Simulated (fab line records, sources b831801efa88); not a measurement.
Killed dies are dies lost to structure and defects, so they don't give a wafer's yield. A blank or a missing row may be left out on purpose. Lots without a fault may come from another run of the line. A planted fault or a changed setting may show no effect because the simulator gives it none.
Which tool did it? | flow sky130 | 12 lots, 36 wafers sampled, at 6 steps of a route of 708

WHAT THE GAUGES READ, wafer by wafer
SKY_FIELD_ISO_THK_MEAS_23.
lot  | measured    | on            | FIELD_ISO_OXIDATION_01_THK (nm)
L848 | day 2 17:07 | film_metro-03 | 9.83 9.85 9.98
L850 | day 3 02:53 | film_metro-03 | 10.26 9.99 9.97
L852 | day 3 13:40 | film_metro-04 | 10.13 9.89 10.01
L854 | day 4 01:46 | film_metro-01 | 9.94 9.86 9.73
L855 | day 4 07:23 | film_metro-03 | 9.97 9.69 9.84
L856 | day 4 10:15 | film_metro-03 | 9.97 9.93 9.84
L864 | day 6 03:28 | film_metro-04 | 10.09 10.13 10.18
L865 | day 6 09:29 | film_metro-01 | 10.55 10.37 10.31
L866 | day 6 15:10 | film_metro-03 | 10.33 10.10 10.11
L867 | day 6 20:43 | film_metro-01 | 9.99 9.97 9.96
L868 | day 7 01:54 | film_metro-01 | 9.97 10.20 9.87
L869 | day 7 08:28 | film_metro-03 | 10.04 10.27 10.08

SKY_PWDE_TW_MEAS_10.
lot  | measured    | on            | PWDE_TW
L848 | day 4 05:23 | film_metro-04 | 370 369 371
L850 | day 4 19:36 | film_metro-01 | 372 373 373
L852 | day 5 03:20 | film_metro-04 | 367 368 370
L854 | day 5 19:56 | film_metro-01 | 371 375 370
L855 | day 6 00:23 | film_metro-01 | 370 372 374
L856 | day 6 04:28 | film_metro-01 | 371 373 373
L864 | day 7 22:58 | film_metro-02 | 364 364 367
L865 | day 8 05:52 | film_metro-04 | 369 369 369
L866 | day 8 11:56 | film_metro-01 | 373 378 375
L867 | day 8 18:42 | film_metro-02 | 368 366 368
L868 | day 8 21:56 | film_metro-01 | 374 375 374
L869 | day 9 07:35 | film_metro-02 | 366 366 366

SKY_VT_ADJUST_HVTP_CD_MEAS_07: target cd 380 nm.
lot  | measured     | on        | cd_nm (nm)
L848 | day 6 11:47  | cd_sem-01 | 384 381 382
L850 | day 7 03:09  | cd_sem-01 | 380 379 383
L852 | day 7 13:39  | cd_sem-01 | 383 384 384
L854 | day 8 07:57  | cd_sem-02 | - - -
L855 | day 8 13:15  | cd_sem-02 | 369 372 372
L856 | day 8 15:51  | cd_sem-01 | 382 379 380
L864 | day 10 15:41 | cd_sem-02 | 379 380 378
L865 | day 10 23:05 | cd_sem-02 | 378 377 374
L866 | day 11 06:22 | cd_sem-02 | 378 378 379
L867 | day 11 13:39 | cd_sem-01 | 383 385 384
L868 | day 11 18:16 | cd_sem-01 | 379 381 381
L869 | day 12 04:17 | cd_sem-01 | 376 379 375

SKY_VT_ADJUST_HVTP_TW_MEAS_11.
lot  | measured     | on            | VT_ADJUST_HVTP_TW
L848 | day 6 12:12  | film_metro-03 | 1362 1358 1353
L850 | day 7 03:32  | film_metro-01 | 1357 1355 1359
L852 | day 7 14:02  | film_metro-03 | 1362 1366 1364
L854 | day 8 08:20  | film_metro-02 | 29 29 29 29 29 29
L855 | day 8 13:38  | film_metro-01 | 1355 1349 1356
L856 | day 8 16:14  | film_metro-02 | 1327 1332 1328
L864 | day 10 16:06 | film_metro-01 | 1348 1347 1349
L865 | day 10 23:28 | film_metro-01 | 1356 1348 1351
L866 | day 11 06:46 | film_metro-01 | 1347 1358 1348
L867 | day 11 14:02 | film_metro-02 | 1333 1333 1337
L868 | day 11 18:39 | film_metro-02 | 1345 1334 1338
L869 | day 12 04:40 | film_metro-03 | 1363 1355 1355

WHICH TOOL RAN EACH LOT (tool, then ch and the chambers of the sampled wafers, then the start)
lot  | SKY_VT_ADJUST_HVTP_EXPOSE_04        | SKY_VT_ADJUST_HVTP_STRIP_10
L848 | iline_stepper-02 ch 0, day 6 02:21  | plasma_asher-03 ch 0,1, day 6 12:06
L850 | iline_stepper-01 ch 0, day 6 17:23  | plasma_asher-03 ch 0,1, day 7 03:27
L852 | iline_stepper-02 ch 0, day 7 03:37  | plasma_asher-03 ch 0,1, day 7 13:56
L854 | iline_stepper-02 ch 0, day 7 22:05  | plasma_asher-01 ch 0,1, day 8 08:14
L855 | iline_stepper-01 ch 0, day 8 03:07  | plasma_asher-03 ch 0,1, day 8 13:32
L856 | iline_stepper-01 ch 0, day 8 06:28  | plasma_asher-02 ch 0,1, day 8 16:08
L864 | iline_stepper-01 ch 0, day 10 05:13 | plasma_asher-01 ch 0,1, day 10 16:00
L865 | iline_stepper-02 ch 0, day 10 12:25 | plasma_asher-02 ch 0,1, day 10 23:22
L866 | iline_stepper-02 ch 0, day 10 19:04 | plasma_asher-01 ch 0,1, day 11 06:39
L867 | iline_stepper-02 ch 0, day 11 02:44 | plasma_asher-02 ch 0,1, day 11 13:57
L868 | iline_stepper-02 ch 0, day 11 06:52 | plasma_asher-02 ch 0,1, day 11 18:33
L869 | iline_stepper-01 ch 0, day 11 15:47 | plasma_asher-02 ch 0,1, day 12 04:35
- SKY_VT_ADJUST_HVTP_EXPOSE_04: exposes mask HVTPM, target cd 380 nm.
- SKY_VT_ADJUST_HVTP_STRIP_10: strips in O2/N2.

WHAT THE TOOLS THEMSELVES READ (means of the sampled wafers that have a number; where no wafer has one, the mark that the record gives instead)
SKY_VT_ADJUST_HVTP_STRIP_10.
lot  | tool            | drypump_motor_current_A (A) | oes_product_au (a.u.) | strip_time_to_endpoint_s (s)
L848 | plasma_asher-03 | 5.8                         | 0.717                 | 14.18
L850 | plasma_asher-03 | 5.9                         | 0.715                 | 14.13
L852 | plasma_asher-03 | 5.9                         | 0.712                 | 14.16
L854 | plasma_asher-01 | 5.6                         | 0.712                 | 14.10
L855 | plasma_asher-03 | 5.8                         | 0.717                 | 14.18
L856 | plasma_asher-02 | 5.7                         | 0.714                 | 14.14
L864 | plasma_asher-01 | 5.6                         | 0.715                 | 14.20
L865 | plasma_asher-02 | 5.9                         | 0.712                 | 14.14
L866 | plasma_asher-01 | 5.6                         | 0.718                 | 14.13
L867 | plasma_asher-02 | 5.7                         | 0.720                 | 14.15
L868 | plasma_asher-02 | 5.7                         | 0.717                 | 14.22
L869 | plasma_asher-02 | 5.7                         | 0.716                 | 14.23

THE ANSWER, worked out from the rows above alone
Rule: what is usual is taken from the lots themselves. Put in order of their means at a reading, lots are off if they are a third of the lots or fewer, leave a main group of 4 or more, and stand apart from it by a gap of 3 or more times the standard deviation of the main group's means; of several such gaps the widest counts. A main group whose means are all the same, to the digits that the tables above print for the reading, isn't used. A lot without any number at a reading at which 4 lots or more have one is off too. The other lots that the step has rows for count as sound. The gauges are gone through in route order, then the tools' own readings, and for those a lot's mean is taken as printed above. The first step at which some lot is off is used, and at that step the reading that is off furthest; a lot without a number counts as furthest.
Off: L854, at SKY_VT_ADJUST_HVTP_CD_MEAS_07 (cd_nm). Without a number there: L854. The main group: mean 379 nm, standard deviation 3.6.
A tool fits if, at a process step before that reading, it ran every lot that is off, and no sound lot after the first of them. The gauges at SKY_VT_ADJUST_HVTP_CD_MEAS_07 aren't tried: what is off there is off at SKY_VT_ADJUST_HVTP_TW_MEAS_11 too, on other tools, and a gauge's error can't cause that. None of those tried fits.

WHAT THE SIMULATOR HAD PUT IN
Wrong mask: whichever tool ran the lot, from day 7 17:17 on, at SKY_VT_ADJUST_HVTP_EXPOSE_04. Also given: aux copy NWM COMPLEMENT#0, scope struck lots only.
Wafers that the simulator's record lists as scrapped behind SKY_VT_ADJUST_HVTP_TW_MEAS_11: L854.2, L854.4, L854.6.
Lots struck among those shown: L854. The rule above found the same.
